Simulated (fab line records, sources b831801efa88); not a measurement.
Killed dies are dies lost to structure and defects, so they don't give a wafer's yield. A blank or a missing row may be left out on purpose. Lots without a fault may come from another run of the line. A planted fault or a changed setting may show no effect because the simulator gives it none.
fab line records | flow sky130
record lots=24 wafers=72 last_day=50
route steps=708 shown METAL2@488 VIA2@508 CAPM@540 CAP2M@616 METAL4@631
lots that met no fault: from a run of the same line without faults
start_h: hours from the record's first day to the start of the lot's first wafer shown | wait_h: hours since the lot's step before | " the same as in the row above | L1.1+2: a row that stands for several wafers | - no value, or no start given | * or withheld: withheld | < > ~ a bound
route shown NAME@n: a module of which the file shows steps, and the number in the route of the first | usual: mean/standard deviation of fault-free wafers | same: alike in all rows | chamber/n: place in a boat | sites: the reading at each site | _std_site: their standard deviation | _edge_site: outer sites' mean less inner sites' | radius_mm: how far each site lies from the wafer's centre | mask NAME#n: copy n | behind: the tool/chamber that last shaped the wafer | hold: why the lot was held/for how many hours/how that ended | device: the transistor (n, p or np) that didn't switch | end of line: the same wafers' tests at the end of the route | a step without rows: its recipe alone | killed: dies lost to structure and defects at the first sort, not the wafer's yield | map: a wafer's dies, x killed, . not, _ none there
set.NAME: the setting as run; set.NAME@STEP: as run at that earlier step | model.NAME: the simulator's own value behind a step, which no gauge read
steps of the route over a sample of lots; a table a step, a row a wafer
services: from which hour (start_h, from the record's first day; less than 0 if before it) a tool's chamber was out of use, for how many hours, and why
## steps
# step SKY_METAL2_RS_MEAS_05
# recipe thk_meas_gauge=four-point-probe reads=TiN_of_METAL2_SPUTTER_04+Ti_of_METAL2_SPUTTER_03+AlCu_of_METAL2_SPUTTER_02+TiN_of_METAL2_SPUTTER_01+Ti_of_METAL2_SPUTTER_00
# usual METAL2_ALCU_RS=0.1260/0.0014
# columns lot.wafer tool chamber start_h wait_h METAL2_ALCU_RS[ohm/sq]
L074.1 film_metro-03 - 787.50 0.0 0.1240
L074.3 " - " " 0.1265
L074.4 " - " " 0.1253
L075.1 film_metro-03 - 791.24 0.0 0.1250
L075.3 " - " " 0.1274
L075.4 " - " " 0.1255
L076.3 film_metro-03 - 810.88 0.1 0.1240
L076.4 " - " " 0.1264
L076.6 " - " " 0.1258
L077.1 film_metro-02 - 813.51 0.0 0.1259
L077.5 " - " " 0.1267
L077.6 " - " " 0.1268
L078.1 film_metro-03 - 827.44 0.0 0.1226
L078.4 " - " " 0.1243
L078.5 " - " " 0.1247
L079.1 film_metro-03 - 842.01 0.0 0.1269
L079.4 " - " " 0.1271
L079.5 " - " " 0.1255
L080.4 film_metro-03 - 842.42 0.1 0.1261
L080.5 " - " " 0.1252
L080.6 " - " " 0.1249
L081.1 film_metro-01 - 844.36 0.0 0.1254
L081.2 " - " " 0.1273
L081.3 " - " " 0.1266
L082.1 film_metro-03 - 849.60 0.0 0.1279
L082.3 " - " " 0.1284
L082.6 " - " " 0.1262
L083.1 film_metro-01 - 862.82 0.0 0.1276
L083.2 " - " " 0.1273
L083.6 " - " " 0.1272
L084.1 film_metro-03 - 863.99 0.0 0.1241
L084.3 " - " " 0.1249
L084.4 " - " " 0.1260
L085.4 film_metro-03 - 873.25 0.1 0.1267
L085.5 " - " " 0.1280
L085.6 " - " " 0.1267
L086.1 film_metro-02 - 883.30 0.0 0.1277
L086.3 " - " " 0.1237
L086.6 " - " " 0.1260
L087.1 film_metro-01 - 890.83 0.0 0.1278
L087.2 " - " " 0.1270
L087.6 " - " " 0.1276
L088.2 film_metro-03 - 893.88 0.0 0.1253
L088.3 " - " " 0.1244
L088.5 " - " " 0.1229
L089.1 film_metro-03 - 903.93 0.0 0.1296
L089.2 " - " " 0.1270
L089.6 " - " " 0.1281
L090.1 film_metro-02 - 913.30 0.0 0.1252
L090.3 " - " " 0.1262
L090.6 " - " " 0.1263
L091.3 film_metro-03 - 923.66 0.1 0.1250
L091.4 " - " " 0.1267
L091.5 " - " " 0.1274
L092.2 film_metro-01 - 942.21 0.0 0.1232
L092.3 " - " " 0.1245
L092.5 " - " " 0.1260
L093.1 film_metro-02 - 942.97 0.0 0.1247
L093.2 " - " " 0.1251
L093.3 " - " " 0.1255
L095.1 film_metro-03 - 944.55 0.0 0.1268
L095.2 " - " " 0.1255
L095.4 " - " " 0.1271
L094.2 film_metro-01 - 945.93 0.0 0.1239
L094.4 " - " " 0.1244
L094.6 " - " " 0.1259
L096.1 film_metro-03 - 951.11 0.0 0.1261
L096.4 " - " " 0.1238
L096.5 " - " " 0.1253
L097.1 film_metro-03 - 960.40 0.0 0.1271
L097.4 " - " " 0.1273
L097.6 " - " " 0.1255
# step SKY_METAL2_DESCUM_17
# recipe chemistry=O2 source_power_w=150 bias_power_w=0 pressure_mtorr=10 temp_c=40 time_s=8
# usual drypump_motor_current_A=5.8/0.35 oes_product_au=1.004/0.0074
# columns lot.wafer tool chamber start_h wait_h drypump_motor_current_A oes_product_au rf_hours_counter_h
L074.1 rie_metal-04 1 814.21 0.0 5.7 0.995 17
L074.3 " 0 " " 5.9 0.999 -
L074.4 " 1 " " 5.7 1.013 -
L075.1 rie_metal-01 1 817.39 0.0 5.7 1.003 13
L075.3 " 0 " " 6.3 0.992 -
L075.4 " 1 " " 5.7 1.008 -
L076.3 rie_metal-01 0 836.77 0.0 6.3 0.987 -
L076.4 " 1 " " 5.7 1.000 -
L076.6 " 1 " " 5.7 1.001 -
L077.1 rie_metal-02 0 839.61 0.0 5.1 0.999 9
L077.5 " 0 " " 5.0 0.995 -
L077.6 " 1 " " 5.7 0.999 -
L078.1 rie_metal-01 1 854.09 0.0 5.7 1.005 14
L078.4 " 0 " " 6.3 0.998 -
L078.5 " 1 " " 5.7 1.007 -
L079.1 rie_metal-02 1 868.41 0.0 5.6 1.001 5
L079.4 " 1 " " 5.6 1.000 -
L079.5 " 1 " " 5.6 1.005 -
L080.4 rie_metal-01 1 868.95 0.0 5.8 1.009 -
L080.5 " 1 " " 5.7 1.005 -
L080.6 " 0 " " 6.3 0.992 -
L081.1 rie_metal-04 0 871.11 0.0 6.0 1.004 6
L081.2 " 1 " " 5.7 1.000 20
L081.3 " 0 " " 5.9 1.010 -
L082.1 rie_metal-02 1 875.16 0.0 5.6 0.992 5
L082.3 " 0 " " 5.1 1.009 -
L082.6 " 1 " " 5.6 1.004 -
L083.1 rie_metal-04 1 889.09 0.0 5.7 1.006 0
L083.2 " 0 " " 5.9 1.002 7
L083.6 " 0 " " 5.9 1.009 -
L084.1 rie_metal-01 1 889.71 0.0 5.7 0.999 16
L084.3 " 1 " " 5.7 1.008 -
L084.4 " 0 " " 6.3 1.001 -
L085.4 rie_metal-04 1 899.40 0.0 5.7 1.011 -
L085.5 " 1 " " 5.7 1.016 -
L085.6 " 0 " " 5.9 1.008 -
L086.1 rie_metal-01 1 908.74 0.0 5.7 1.019 17
L086.3 " 1 " " 5.8 1.011 -
L086.6 " 1 " " 5.8 1.023 -
L087.1 rie_metal-04 0 915.96 0.0 5.9 1.009 8
L087.2 " 1 " " 5.7 1.015 1
L087.6 " 0 " " 5.9 1.000 -
L088.2 rie_metal-04 0 919.31 0.0 6.0 1.003 8
L088.3 " 0 " " 6.0 1.001 -
L088.5 " 0 " " 6.0 1.002 -
L089.1 rie_metal-01 1 928.91 0.0 5.7 1.007 0
L089.2 " 0 " " 6.3 0.998 15
L089.6 " 1 " " 5.7 1.007 -
L090.1 rie_metal-01 1 938.09 0.0 5.7 1.013 0
L090.3 " 0 " " 6.3 0.997 -
L090.6 " 1 " " 5.7 0.999 -
L091.3 rie_metal-01 1 948.35 0.0 5.7 1.004 -
L091.4 " 0 " " 6.2 0.990 -
L091.5 " 0 " " 6.3 1.000 -
L092.2 rie_metal-01 1 966.56 0.0 5.7 1.008 2
L092.3 " 0 " " 6.3 1.008 -
L092.5 " 0 " " 6.3 0.998 -
L093.1 rie_metal-02 1 967.19 0.0 5.6 1.007 9
L093.2 " 0 " " 5.1 1.011 15
L093.3 " 1 " " 5.6 1.010 -
L095.1 rie_metal-02 1 968.69 0.0 5.7 1.004 9
L095.2 " 0 " " 5.1 1.012 15
L095.4 " 0 " " 5.1 1.005 -
L094.2 rie_metal-04 1 970.71 0.0 5.7 1.010 4
L094.4 " 0 " " 5.9 0.997 -
L094.6 " 1 " " 5.7 1.008 -
L096.1 rie_metal-04 1 975.26 0.0 5.7 1.015 4
L096.4 " 1 " " 5.7 1.015 -
L096.5 " 1 " " 5.7 1.029 -
L097.1 rie_metal-02 1 984.16 0.0 5.6 0.990 10
L097.4 " 0 " " 5.1 0.993 -
L097.6 " 1 " " 5.6 0.986 -
# step SKY_VIA2_THK_MEAS_01
# recipe reads=SiO2_of_VIA2_HDPCVD_00
# usual VIA2_HDPCVD_THK=1176/13
# columns lot.wafer tool chamber start_h wait_h VIA2_HDPCVD_THK[nm]
L074.1 film_metro-04 - 815.27 0.1 1162
L074.3 " - " " 1169
L074.4 " - " " 1154
L075.1 film_metro-03 - 818.39 0.1 1182
L075.3 " - " " 1187
L075.4 " - " " 1189
L076.3 film_metro-02 - 837.68 0.1 1189
L076.4 " - " " 1199
L076.6 " - " " 1213
L077.1 film_metro-03 - 840.51 0.1 1188
L077.5 " - " " 1184
L077.6 " - " " 1183
L078.1 film_metro-04 - 855.42 0.1 1195
L078.4 " - " " 1183
L078.5 " - " " 1192
L079.1 film_metro-02 - 869.34 0.1 1167
L079.4 " - " " 1183
L079.5 " - " " 1187
L080.4 film_metro-03 - 869.91 0.0 1169
L080.5 " - " " 1188
L080.6 " - " " 1152
L081.1 film_metro-04 - 872.04 0.1 1191
L081.2 " - " " 1179
L081.3 " - " " 1184
L082.1 film_metro-04 - 876.10 0.1 1167
L082.3 " - " " 1173
L082.6 " - " " 1176
L083.1 film_metro-02 - 890.04 0.1 1167
L083.2 " - " " 1168
L083.6 " - " " 1178
L084.1 film_metro-04 - 890.62 0.1 1188
L084.3 " - " " 1153
L084.4 " - " " 1156
L085.4 film_metro-03 - 900.36 0.0 1167
L085.5 " - " " 1158
L085.6 " - " " 1175
L086.1 film_metro-03 - 909.64 0.1 1163
L086.3 " - " " 1164
L086.6 " - " " 1156
L087.1 film_metro-03 - 916.86 0.1 1179
L087.2 " - " " 1161
L087.6 " - " " 1178
L088.2 film_metro-03 - 920.22 0.1 1178
L088.3 " - " " 1171
L088.5 " - " " 1169
L089.1 film_metro-04 - 929.81 0.1 1186
L089.2 " - " " 1168
L089.6 " - " " 1186
L090.1 film_metro-04 - 939.00 0.1 1173
L090.3 " - " " 1182
L090.6 " - " " 1164
L091.3 film_metro-02 - 949.27 0.1 1173
L091.4 " - " " 1199
L091.5 " - " " 1191
L092.2 film_metro-02 - 967.55 0.2 1153
L092.3 " - " " 1195
L092.5 " - " " 1182
L093.1 film_metro-04 - 968.13 0.1 1169
L093.2 " - " " 1182
L093.3 " - " " 1163
L095.1 film_metro-02 - 969.59 0.1 1185
L095.2 " - " " 1163
L095.4 " - " " 1172
L094.2 film_metro-02 - 971.62 0.1 1184
L094.4 " - " " 1183
L094.6 " - " " 1171
L096.1 film_metro-02 - 976.16 0.1 1170
L096.4 " - " " 1165
L096.5 " - " " 1167
L097.1 film_metro-04 - 985.06 0.1 1161
L097.4 " - " " 1164
L097.6 " - " " 1189
# step SKY_CAPM_RS_MEAS_03
# recipe thk_meas_gauge=four-point-probe reads=TiN_of_CAPM_SPUTTER_02
# usual CAPM_TIN_RS=6.89/0.064
# columns lot.wafer tool chamber start_h wait_h CAPM_TIN_RS[ohm/sq]
L074.1 film_metro-04 - 844.10 0.1 6.84
L074.3 " - " " 6.87
L074.4 " - " " 6.78
L075.1 film_metro-01 - 847.41 0.1 6.89
L075.3 " - " " 6.92
L075.4 " - " " 6.87
L076.3 film_metro-01 - 866.56 0.1 7.01
L076.4 " - " " 7.06
L076.6 " - " " 6.94
L077.1 film_metro-04 - 869.26 0.1 6.80
L077.5 " - " " 6.93
L077.6 " - " " 6.82
L078.1 film_metro-01 - 883.71 0.1 6.87
L078.4 " - " " 6.85
L078.5 " - " " 6.76
L079.1 film_metro-04 - 897.86 0.1 6.91
L079.4 " - " " 6.87
L079.5 " - " " 6.88
L080.4 film_metro-01 - 898.48 0.1 6.97
L080.5 " - " " 6.98
L080.6 " - " " 6.94
L081.1 film_metro-01 - 900.71 0.1 7.03
L081.2 " - " " 7.04
L081.3 " - " " 6.99
L082.1 film_metro-03 - 905.02 0.1 6.85
L082.3 " - " " 6.84
L082.6 " - " " 6.87
L083.1 film_metro-01 - 916.96 0.1 6.86
L083.2 " - " " 6.89
L083.6 " - " " 6.87
L084.1 film_metro-04 - 918.11 0.1 6.84
L084.3 " - " " 6.90
L084.4 " - " " 6.80
L085.4 film_metro-04 - 926.93 0.1 6.78
L085.5 " - " " 6.83
L085.6 " - " " 6.76
L086.1 film_metro-03 - 936.69 0.1 6.93
L086.3 " - " " 6.99
L086.6 " - " " 7.01
L087.1 film_metro-04 - 944.02 0.1 6.97
L087.2 " - " " 6.97
L087.6 " - " " 7.01
L088.2 film_metro-03 - 947.51 0.1 6.79
L088.3 " - " " 6.85
L088.5 " - " " 6.86
L089.1 film_metro-03 - 956.86 0.1 6.99
L089.2 " - " " 6.94
L089.6 " - " " 6.97
L090.1 film_metro-04 - 965.36 0.1 6.88
L090.3 " - " " 6.89
L090.6 " - " " 6.85
L091.3 film_metro-03 - 975.65 0.1 6.89
L091.4 " - " " 6.88
L091.5 " - " " 6.85
L092.2 film_metro-03 - 992.49 0.1 6.89
L092.3 " - " " 6.86
L092.5 " - " " 6.91
L093.1 film_metro-03 - 994.11 0.1 6.90
L093.2 " - " " 6.92
L093.3 " - " " 6.95
L095.1 film_metro-04 - 995.26 0.1 6.85
L095.2 " - " " 6.90
L095.4 " - " " 6.84
L094.2 film_metro-01 - 997.95 0.1 6.93
L094.4 " - " " 6.97
L094.6 " - " " 6.98
L096.1 film_metro-01 - 1002.36 0.1 6.99
L096.4 " - " " 6.92
L096.5 " - " " 6.87
L097.1 film_metro-01 - 1009.96 0.1 6.81
L097.4 " - " " 6.85
L097.6 " - " " 6.86
# step SKY_CAP2M_METAL_ETCH_13
# recipe target_depth_nm=220 stop_on=SiO2 chemistry=Cl2/BCl3 target=TiN pressure_mtorr=10 icp_w=900 bias_w=48.5 Cl2_flow_sccm=60 bcl3_flow_sccm=30 time_s=62.9
# usual drypump_motor_current_A=5.8/0.36 mfc_cl2_sccm=60.02/0.19 oes_product_au=0.942/0.0074 throttle_valve_pct=21.901/0.0091
# columns lot.wafer tool chamber start_h wait_h drypump_motor_current_A mfc_cl2_sccm oes_product_au rf_hours_counter_h throttle_valve_pct
L074.1 rie_metal-01 0 949.59 0.0 6.3 60.11 0.941 16 21.906
L074.3 " 0 " " 6.3 60.09 0.958 - 21.885
L074.4 " 1 " " 5.7 59.90 0.948 - 21.893
L075.1 rie_metal-02 1 952.44 0.0 5.6 60.04 0.926 9 21.914
L075.3 " 1 " " 5.6 59.92 0.959 - 21.912
L075.4 " 0 " " 5.1 60.33 0.931 - 21.912
L076.3 rie_metal-03 1 969.45 0.0 5.7 59.65 0.948 - 21.904
L076.4 " 0 " " 5.5 60.03 0.938 - 21.903
L076.6 " 1 " " 5.7 59.77 0.944 - 21.892
L077.1 rie_metal-01 0 972.49 0.0 6.3 60.30 0.947 18 21.881
L077.5 " 0 " " 6.3 59.78 0.946 - 21.892
L077.6 " 1 " " 5.7 59.70 0.939 - 21.902
L078.1 rie_metal-01 1 985.57 0.0 5.7 59.98 0.940 3 21.895
L078.4 " 1 " " 5.7 59.95 0.951 - 21.907
L078.5 " 1 " " 5.7 59.84 0.944 - 21.912
L079.1 rie_metal-03 1 999.29 0.0 5.7 60.23 0.939 13 21.902
L079.4 " 1 " " 5.7 60.10 0.943 - 21.907
L079.5 " 1 " " 5.7 60.23 0.936 - 21.893
L080.4 rie_metal-02 0 999.61 0.0 5.0 59.84 0.966 - 21.897
L080.5 " 0 " " 5.0 59.67 0.944 - 21.916
L080.6 " 1 " " 5.6 60.02 0.954 - 21.907
L081.1 rie_metal-01 1 1002.62 0.0 5.7 59.90 0.942 4 21.892
L081.2 " 0 " " 6.2 59.99 0.938 19 21.902
L081.3 " 0 " " 6.3 59.83 0.947 - 21.901
L082.1 rie_metal-01 0 1005.87 0.0 6.3 60.17 0.944 19 21.884
L082.3 " 1 " " 5.7 60.06 0.946 - 21.910
L082.6 " 0 " " 6.3 59.92 0.949 - 21.900
L083.1 rie_metal-02 0 1015.07 0.0 5.0 60.02 0.945 18 21.889
L083.2 " 1 " " 5.6 60.19 0.943 12 21.906
L083.6 " 0 " " 5.0 59.85 0.946 - 21.896
L084.1 rie_metal-01 1 1018.32 0.0 5.7 59.88 0.940 4 21.897
L084.3 " 1 " " 5.7 60.24 0.939 - 21.901
L084.4 " 0 " " 6.3 60.19 0.937 - 21.903
L085.4 rie_metal-01 0 1027.46 0.0 6.3 60.33 0.938 - 21.909
L085.5 " 1 " " 5.7 59.80 0.942 - 21.897
L085.6 " 0 " " 6.3 60.21 0.936 - 21.910
L086.1 rie_metal-01 0 1033.37 0.0 6.3 60.27 0.949 22 21.899
L086.3 " 0 " " 6.3 60.21 0.943 - 21.908
L086.6 " 0 " " 6.3 59.91 0.954 - 21.896
L087.1 rie_metal-01 0 1040.97 0.0 6.3 60.08 0.946 23 21.905
L087.2 " 1 " " 5.7 60.17 0.942 8 21.905
L087.6 " 1 " " 5.7 60.10 0.938 - 21.913
L088.2 rie_metal-03 0 1045.22 0.0 5.5 59.82 0.937 12 21.905
L088.3 " 1 " " 5.7 59.75 0.941 - 21.897
L088.5 " 0 " " 5.5 59.62 0.950 - 21.904
L089.1 rie_metal-01 0 1053.67 0.0 6.3 59.87 0.948 24 21.914
L089.2 " 1 " " 5.7 59.96 0.939 8 21.910
L089.6 " 1 " " 5.7 60.15 0.941 - 21.901
L090.1 rie_metal-01 1 1062.17 0.0 5.7 59.93 0.937 9 21.908
L090.3 " 1 " " 5.7 59.78 0.941 - 21.910
L090.6 " 1 " " 5.7 59.80 0.950 - 21.906
L091.3 rie_metal-03 1 1070.35 0.0 5.7 59.99 0.933 - 21.901
L091.4 " 0 " " 5.5 60.14 0.933 - 21.895
L091.5 " 1 " " 5.7 59.88 0.932 - 21.895
L092.2 rie_metal-01 0 1085.19 0.0 6.3 59.99 0.933 26 21.920
L092.3 " 1 " " 5.7 60.20 0.931 - 21.896
L092.5 " 1 " " 5.7 60.00 0.934 - 21.901
L093.1 rie_metal-02 1 1085.49 0.0 5.6 60.23 0.952 18 21.894
L093.2 " 0 " " 5.1 59.94 0.943 24 21.904
L093.3 " 0 " " 5.1 60.01 0.942 - 21.910
L095.1 rie_metal-03 1 1087.84 0.0 5.7 60.24 0.942 18 21.898
L095.2 " 0 " " 5.5 59.93 0.945 15 21.891
L095.4 " 1 " " 5.7 60.06 0.951 - 21.897
L094.2 rie_metal-02 0 1089.22 0.0 5.0 60.11 0.935 24 21.894
L094.4 " 0 " " 5.1 60.20 0.946 - 21.911
L094.6 " 1 " " 5.6 60.13 0.950 - 21.897
L096.1 rie_metal-01 0 1094.37 0.0 6.3 59.73 0.939 26 21.903
L096.4 " 1 " " 5.7 60.11 0.942 - 21.899
L096.5 " 1 " " 5.8 60.39 0.930 - 21.903
L097.1 rie_metal-03 0 1099.92 0.0 5.5 60.04 0.930 16 21.910
L097.4 " 1 " " 5.7 59.94 0.934 - 21.894
L097.6 " 1 " " 5.7 59.86 0.935 - 21.899
# step SKY_METAL4_DESCUM_15
# recipe chemistry=O2 source_power_w=150 bias_power_w=0 pressure_mtorr=10 temp_c=40 time_s=8
# usual drypump_motor_current_A=5.7/0.36 oes_product_au=1.000/0.0081
# columns lot.wafer tool chamber start_h wait_h drypump_motor_current_A oes_product_au rf_hours_counter_h
L074.1 rie_metal-01 1 974.61 0.0 5.7 1.014 2
L074.3 " 0 " " 6.3 1.000 -
L074.4 " 1 " " 5.7 1.003 -
L075.1 rie_metal-01 0 977.36 0.0 6.3 1.002 18
L075.3 " 0 " " 6.3 0.984 -
L075.4 " 1 " " 5.7 1.006 -
L076.3 rie_metal-04 1 993.72 0.0 5.7 1.005 -
L076.4 " 0 " " 5.9 0.994 -
L076.6 " 1 " " 5.7 1.002 -
L077.1 rie_metal-01 0 996.79 0.0 6.3 1.002 19
L077.5 " 0 " " 6.3 1.002 -
L077.6 " 1 " " 5.7 1.009 -
L078.1 rie_metal-01 0 1009.16 0.0 6.2 1.009 19
L078.4 " 1 " " 5.7 1.002 -
L078.5 " 0 " " 6.3 0.984 -
L079.1 rie_metal-01 1 1022.59 0.0 5.7 1.006 5
L079.4 " 1 " " 5.7 0.999 -
L079.5 " 0 " " 6.3 0.991 -
L080.4 rie_metal-02 0 1023.42 0.0 5.1 0.993 -
L080.5 " 1 " " 5.6 0.996 -
L080.6 " 0 " " 5.1 0.987 -
L081.1 rie_metal-02 0 1026.64 0.0 5.1 0.997 20
L081.2 " 1 " " 5.6 1.003 14
L081.3 " 1 " " 5.6 1.000 -
L082.1 rie_metal-02 0 1029.66 0.0 5.0 1.006 20
L082.3 " 0 " " 5.1 0.983 -
L082.6 " 0 " " 5.1 0.990 -
L083.1 rie_metal-02 0 1038.96 0.0 5.1 0.989 21
L083.2 " 1 " " 5.6 0.996 15
L083.6 " 1 " " 5.6 0.996 -
L084.1 rie_metal-04 1 1041.66 0.0 5.7 1.006 6
L084.3 " 0 " " 5.9 1.011 -
L084.4 " 1 " " 5.7 1.010 -
L085.4 rie_metal-01 0 1050.22 0.0 6.3 0.996 -
L085.5 " 0 " " 6.3 0.992 -
L085.6 " 1 " " 5.7 1.006 -
L086.1 rie_metal-01 0 1055.86 0.0 6.3 0.998 24
L086.3 " 1 " " 5.7 1.009 -
L086.6 " 0 " " 6.3 1.005 -
L087.1 rie_metal-04 0 1063.49 0.0 6.0 0.994 15
L087.2 " 1 " " 5.7 1.001 8
L087.6 " 0 " " 5.9 0.993 -
L088.2 rie_metal-04 1 1067.66 0.0 5.7 1.007 8
L088.3 " 1 " " 5.7 1.006 -
L088.5 " 0 " " 5.9 0.995 -
L089.1 rie_metal-02 0 1075.81 0.0 5.1 0.989 23
L089.2 " 1 " " 5.6 0.993 17
L089.6 " 1 " " 5.6 0.998 -
L090.1 rie_metal-02 0 1083.61 0.0 5.1 0.995 24
L090.3 " 0 " " 5.0 0.999 -
L090.6 " 1 " " 5.6 1.005 -
L091.3 rie_metal-04 1 1091.77 0.0 5.7 1.009 -
L091.4 " 0 " " 5.9 0.999 -
L091.5 " 1 " " 5.7 1.003 -
L093.1 rie_metal-02 1 1107.46 0.0 5.6 0.991 20
L093.2 " 0 " " 5.0 0.994 25
L093.3 " 0 " " 5.0 0.992 -
L092.2 rie_metal-02 0 1107.79 0.0 5.0 1.001 26
L092.3 " 1 " " 5.6 1.010 -
L092.5 " 1 " " 5.6 1.003 -
L095.1 rie_metal-01 1 1109.29 0.0 5.7 1.011 12
L095.2 " 1 " " 5.7 1.005 -
L095.4 " 1 " " 5.7 1.008 -
L094.2 rie_metal-04 0 1109.64 0.0 5.9 1.017 18
L094.4 " 1 " " 5.7 1.011 -
L094.6 " 1 " " 5.7 1.009 -
L096.1 rie_metal-04 1 1115.21 0.0 5.7 1.009 12
L096.4 " 1 " " 5.6 1.009 -
L096.5 " 0 " " 5.9 1.007 -
L097.1 rie_metal-02 0 1120.61 0.0 5.1 0.986 27
L097.4 " 0 " " 5.1 0.986 -
L097.6 " 0 " " 5.1 0.986 -
## services
# columns tool chamber start_h hours kind
rie_metal-03 - 811.92 14.6 pm
rie_metal-04 - 821.03 1.1 repair
rie_metal-04 1 871.87 - clean
rie_metal-04 1 871.87 15.8 scheduled_down
rie_metal-04 1 871.87 15.8 vent_cycle
rie_metal-01 - 873.87 0.2 repair
rie_metal-01 1 910.58 - clean
rie_metal-01 1 910.58 14.4 scheduled_down
rie_metal-01 1 910.58 14.4 vent_cycle
rie_metal-02 - 957.62 2.8 pm
rie_metal-04 - 989.14 4.4 repair
rie_metal-03 0 996.43 9.7 repair
rie_metal-03 - 997.88 1.4 pm
rie_metal-04 - 1002.80 28.1 pm
rie_metal-01 - 1012.46 1.7 repair
rie_metal-03 - 1014.17 28.1 pm
rie_metal-03 - 1070.56 2.8 pm
rie_metal-01 - 1088.94 0.7 repair
rie_metal-01 0 1096.44 - clean
rie_metal-01 0 1096.44 22.6 scheduled_down
rie_metal-01 0 1096.44 22.6 vent_cycle
## key
fault none
